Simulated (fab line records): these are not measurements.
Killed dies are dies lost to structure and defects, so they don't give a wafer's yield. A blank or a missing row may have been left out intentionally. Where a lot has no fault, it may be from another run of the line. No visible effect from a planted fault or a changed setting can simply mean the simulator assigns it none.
A single fault, viewed from 2 desks | flow gf180mcu | every desk sees just its own numbers, and what lay behind them comes last

== METROLOGY DESK ==
What the gauges read, lot by lot, whatever tool the lot ran on: means of the sampled wafers that have a number. The brackets show how far a lot's mean lies from the usual mean; more than 4 standard deviations puts the lot out of limits, marked OUT. It has 11 readings; the 7 that lie furthest out on some lot are the ones shown.
Columns: A = cd-nm at GF_M1_CD_MEAS_14, usual 230.5 nm; B = V1_CVD_02_THK at GF_V1_THK_MEAS_03, usual 848 nm; C = V1_BOW at GF_V1_BOW_MEAS_05, usual 82 um; D = cd-nm at GF_V1_CD_MEAS_14, usual 259.7 nm; E = V1_OVL at GF_V1_OVL_MEAS_15, usual -4 nm; F = M2_ALCU_RS at GF_M2_RS_MEAS_05, usual 0.0697 ohm/sq; G = M2_ALCU_THK at GF_M2_THK_MEAS_06, usual 457 nm
lot  | first seen here | A     | B   | C  | D     | E   | F      | G
L774 | day 17 09:18    | 229.0 | 852 | 78 | 257.1 | -4  | 0.0700 | 454
L775 | day 18 02:11    | 230.8 | 831 | 88 | 260.5 | -12 | 0.0711 | 447
L778 | day 18 21:35    | 229.1 | 855 | 79 | 259.8 | -4  | 0.0708 | 450
L782 | day 20 14:53    | 232.2 | 855 | 86 | 259.2 | -2  | 0.0678 | 472
L787 | day 22 05:50    | 232.7 | 849 | 73 | 259.1 | -6  | 0.0695 | 461
Result from this desk: across the 5 lots, nothing is out of limits.

== AT THE TOOL OWNER'S DESK: cmp-02 ==
The tool's own readings at GF_V1_CMP_04 (polishes SiO2): means of the sampled wafers that have a number, for each lot that ran on this tool. The brackets show how far a lot's mean lies from the usual mean; more than 4 standard deviations puts the lot out of limits, marked OUT.
Columns: A = motor-current-A at GF_V1_CMP_04, usual 12.3 A; B = time-to-endpoint-s at GF_V1_CMP_04, usual 80 s
lot  | first seen here | A    | B
L774 | day 17 10:20    | 12.3 | 84
L778 | day 18 22:38    | 12.7 | 88
L782 | day 20 15:58    | 12.5 | 91
L787 | day 22 06:56    | 12.0 | 87
Result from this desk: across the 4 lots, nothing is out of limits.

== PUT TOGETHER ==
Nothing out of limits was seen by the metrology desk.
The desk of the tool owner found nothing out of limits.

== WHAT HAD BEEN PUT IN BY THE SIMULATOR ==
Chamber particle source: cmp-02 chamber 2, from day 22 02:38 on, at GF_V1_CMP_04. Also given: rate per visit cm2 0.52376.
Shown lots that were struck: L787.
